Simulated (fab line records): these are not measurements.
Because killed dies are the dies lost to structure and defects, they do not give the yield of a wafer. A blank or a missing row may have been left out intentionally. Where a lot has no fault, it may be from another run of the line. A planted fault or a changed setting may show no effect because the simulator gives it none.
Which tool was responsible?	flow gf180mcu	24 lots, 72 wafers sampled, at 5 steps of a route of 602

== WHAT THE GAUGES READ, wafer by wafer ==
GF_V2_THK_MEAS_01. Usual: V2_CVD_00_THK typically reads 603 nm, with standard deviation 8.
lot	measured	on	V2_CVD_00_THK (nm)	flag
L074	day 18 21:56	filmMetro-03	604 605 600	
L075	day 19 09:49	filmMetro-04	602 611 610	
L076	day 19 18:37	filmMetro-04	605 600 609	
L077	day 20 04:34	filmMetro-01	608 600 610	
L078	day 20 11:41	filmMetro-03	597 598 598	
L079	day 20 19:26	filmMetro-03	617 613 609	
L080	day 21 14:03	filmMetro-03	602 595 595	
L081	day 22 05:35	filmMetro-01	599 602 609	
L082	day 22 11:07	filmMetro-01	597 599 596	
L083	day 23 06:38	filmMetro-01	616 597 594	
L084	day 23 20:11	filmMetro-04	614 598 622	
L086	day 24 01:37	filmMetro-03	615 605 610	
L085	day 24 03:55	filmMetro-03	613 611 602	
L088	day 24 07:49	filmMetro-03	608 602 597	
L087	day 24 10:29	filmMetro-01	601 593 591	
L089	day 25 00:50	filmMetro-04	604 595 587	
L090	day 25 03:15	filmMetro-04	614 596 611	
L091	day 25 14:56	filmMetro-03	591 604 586	
L092	day 25 15:38	filmMetro-01	609 589 604	
L093	day 25 22:56	filmMetro-01	593 609 603	
L094	day 26 03:04	filmMetro-01	599 613 590	
L095	day 26 10:01	filmMetro-01	613 597 603	
L096	day 26 19:10	filmMetro-03	595 616 620	
L097	day 27 03:14	filmMetro-04	596 591 593	

GF_V3_THK_MEAS_01. Usual: V3_CVD_00_THK typically reads 605 nm, with standard deviation 8.5.
lot	measured	on	V3_CVD_00_THK (nm)	flag
L074	day 20 22:53	filmMetro-02	602 607 605	
L075	day 21 12:23	filmMetro-04	603 617 617	
L076	day 21 21:50	filmMetro-02	608 611 605	
L077	day 22 06:59	filmMetro-02	594 607 603	
L078	day 22 14:18	filmMetro-04	604 596 612	
L079	day 22 21:08	filmMetro-04	605 606 593	
L080	day 23 15:26	filmMetro-02	616 606 620	
L081	day 24 06:45	filmMetro-03	603 597 618	
L082	day 24 12:03	filmMetro-03	608 590 603	
L083	day 25 06:39	filmMetro-02	609 606 589	
L084	day 25 19:19	filmMetro-02	608 602 606	
L086	day 26 00:11	filmMetro-03	602 594 602	
L085	day 26 01:32	filmMetro-04	605 607 603	
L088	day 26 05:20	filmMetro-04	615 605 596	
L087	day 26 07:49	filmMetro-02	597 605 601	
L089	day 26 21:52	filmMetro-03	610 594 609	
L090	day 26 23:13	filmMetro-04	601 597 599	
L091	day 27 10:29	filmMetro-02	599 614 603	
L092	day 27 12:01	filmMetro-02	612 625 611	
L093	day 27 18:50	filmMetro-03	595 605 615	
L094	day 27 22:20	filmMetro-02	614 596 617	
L095	day 28 05:06	filmMetro-02	604 596 620	
L096	day 28 13:41	filmMetro-03	595 594 620	
L097	day 28 21:16	filmMetro-04	584 586 604	

GF_V3_OVL_MEAS_15. Usual: V3_OVL typically reads 2 nm, with standard deviation 4.8.
lot	measured	on	V3_OVL (nm)	flag
L074	day 21 23:38	overlay-01	8 4 10	
L075	day 22 12:41	overlay-01	7 8 10	
L076	day 22 21:42	overlay-02	2 6 8	
L077	day 23 06:45	overlay-02	6 4 6	
L078	day 23 13:34	overlay-02	1 7 -4	
L079	day 23 20:24	overlay-02	2 0 3	
L080	day 24 14:34	overlay-01	2 1 -6	
L081	day 25 05:16	overlay-01	-9 2 -4	
L082	day 25 09:23	overlay-01	-9 7 4	
L083	day 26 04:26	overlay-02	3 8 5	
L084	day 26 17:16	overlay-01	-7 -2 -1	
L086	day 26 21:44	overlay-02	-6 -1 -1	
L085	day 26 22:05	overlay-01	-1 -3 -4	
L088	day 27 02:29	overlay-01	-4 2 -2	
L087	day 27 04:31	overlay-01	-1 6 2	
L089	day 27 18:18	overlay-01	5 8 6	
L090	day 27 19:20	overlay-01	5 -1 1	
L091	day 28 07:08	overlay-02	-2 0 0	
L092	day 28 08:20	overlay-01	1 2 3	
L093	day 28 14:47	overlay-01	-2 2 -4	
L094	day 28 18:50	overlay-02	7 1 7	
L095	day 29 00:48	overlay-02	2 4 1	
L096	day 29 09:01	overlay-02	-4 1 -9	
L097	day 29 16:45	overlay-01	2 3 9	

== EACH LOT AND THE TOOL THAT RAN IT (in order: tool; ch and the chambers of the sampled wafers; start) ==
lot	GF_V2_CVD_02	GF_V3_CMP_04
L074	pecvd-02 ch 0,1,2, day 18 22:00	cmp-01 ch 0,2,3, day 20 23:05
L075	pecvd-02 ch 1,2, day 19 09:52	cmp-01 ch 0,1,2, day 21 12:37
L076	pecvd-01 ch 1,2, day 19 18:40	cmp-01 ch 1,2, day 21 22:04
L077	pecvd-02 ch 0,1,2, day 20 04:37	cmp-02 ch 0,1,2, day 22 07:13
L078	pecvd-04 ch 0,2, day 20 11:44	cmp-02 ch 0,2,3, day 22 14:29
L079	pecvd-02 ch 0,1,2, day 20 19:29	cmp-01 ch 1,3, day 22 21:18
L080	pecvd-02 ch 0,1,2, day 21 14:07	cmp-02 ch 1,3, day 23 15:37
L081	pecvd-01 ch 0,1,2, day 22 05:38	cmp-01 ch 0,3, day 24 06:56
L082	pecvd-01 ch 0,1,2, day 22 11:10	cmp-01 ch 1,2,3, day 24 12:20
L083	pecvd-04 ch 1,2, day 23 06:41	cmp-01 ch 2,3, day 25 06:50
L084	pecvd-02 ch 1,2, day 23 20:16	cmp-01 ch 0,1,3, day 25 19:35
L086	pecvd-02 ch 1,2, day 24 01:41	cmp-01 ch 1,2, day 26 00:23
L085	pecvd-04 ch 0,1, day 24 03:58	cmp-01 ch 1,2,3, day 26 01:43
L088	pecvd-01 ch 0,2, day 24 07:52	cmp-01 ch 2,3, day 26 05:31
L087	pecvd-01 ch 0,1,2, day 24 10:33	cmp-02 ch 1,2,3, day 26 08:03
L089	pecvd-02 ch 0,1,2, day 25 00:53	cmp-01 ch 0,1,3, day 26 22:03
L090	pecvd-01 ch 0,1, day 25 03:19	cmp-02 ch 0,2,3, day 26 23:25
L091	pecvd-01 ch 0,2, day 25 14:59	cmp-01 ch 1,2, day 27 10:46
L092	pecvd-01 ch 0,2, day 25 15:41	cmp-02 ch 0,1,2, day 27 12:12
L093	pecvd-02 ch 0,1, day 25 23:00	cmp-01 ch 0,3, day 27 19:01
L094	pecvd-02 ch 0,1,2, day 26 03:07	cmp-02 ch 1,2,3, day 27 22:37
L095	pecvd-02 ch 0,1,2, day 26 10:04	cmp-01 ch 1,2,3, day 28 05:23
L096	pecvd-01 ch 0,2, day 26 19:13	cmp-01 ch 0,2,3, day 28 13:58
L097	pecvd-04 ch 0,1, day 27 03:17	cmp-02 ch 0,2,3, day 28 21:49
- GF_V2_CVD_02: deposits SiO2 from TEOS, target thk 850 nm, time 94.851 s.
- GF_V3_CMP_04: polishes SiO2.

== AS READ BY THE TOOLS THEMSELVES (means over the sampled wafers that have a number; for cases with no such wafer, the mark the record gives instead) ==
GF_V2_CVD_02. Usual: heaterPowerOuterW 339 W, standard deviation 52; heaterPowerW 616 W, standard deviation 83.
lot	tool	heaterPowerOuterW (W)	heaterPowerW (W)	flag
L074	pecvd-02	326	627	
L075	pecvd-02	326	662	
L076	pecvd-01	345	562	
L077	pecvd-02	355	689	
L078	pecvd-04	335	600	
L079	pecvd-02	340	663	
L080	pecvd-02	337	664	
L081	pecvd-01	330	563	
L082	pecvd-01	378	627	
L083	pecvd-04	336	584	
L084	pecvd-02	350	657	
L086	pecvd-02	325	660	
L085	pecvd-04	270	469	
L088	pecvd-01	389	636	
L087	pecvd-01	331	560	
L089	pecvd-02	324	645	
L090	pecvd-01	354	597	
L091	pecvd-01	387	666	
L092	pecvd-01	343	585	
L093	pecvd-02	344	688	
L094	pecvd-02	281	585	
L095	pecvd-02	360	691	
L096	pecvd-01	384	637	
L097	pecvd-04	264	479	

GF_V3_CMP_04. Usual: motorCurrentA 12.9 A, standard deviation 1.3; timeToEndpointS 81 s, standard deviation 8.1.
lot	tool	motorCurrentA (A)	timeToEndpointS (s)	flag
L074	cmp-01	12.6	84	
L075	cmp-01	12.9	88	
L076	cmp-01	13.6	82	
L077	cmp-02	12.3	76	
L078	cmp-02	13.5	70	
L079	cmp-01	13.3	83	
L080	cmp-02	12.7	80	
L081	cmp-01	12.5	85	
L082	cmp-01	13.4	89	
L083	cmp-01	13.8	79	
L084	cmp-01	12.3	85	
L086	cmp-01	14.3	77	
L085	cmp-01	14.2	78	
L088	cmp-01	13.6	84	
L087	cmp-02	13.5	71	
L089	cmp-01	12.6	86	
L090	cmp-02	13.8	69	
L091	cmp-01	13.5	75	
L092	cmp-02	12.7	71	
L093	cmp-01	12.4	84	
L094	cmp-02	13.7	76	
L095	cmp-01	13.4	85	
L096	cmp-01	12.6	82	
L097	cmp-02	12.9	79	

== THE ANSWER, worked out from the rows above alone ==
Rule: a lot is off if the mean of its wafers that have a number lies more than 3 standard deviations from the usual mean. Also off: a lot with no number at a reading for which 4 or more lots have one. Where the step has rows for the other lots, those lots are counted as sound. First the gauges in route order, then the tools' own readings, where a lot's mean is used as printed above. At the first step where some lot is off, the reading lying furthest off is the one used; lots without a number count as furthest.
No lot is off at any reading shown: from this, nothing can be told.

== WHAT THE SIMULATOR HAD INSERTED ==
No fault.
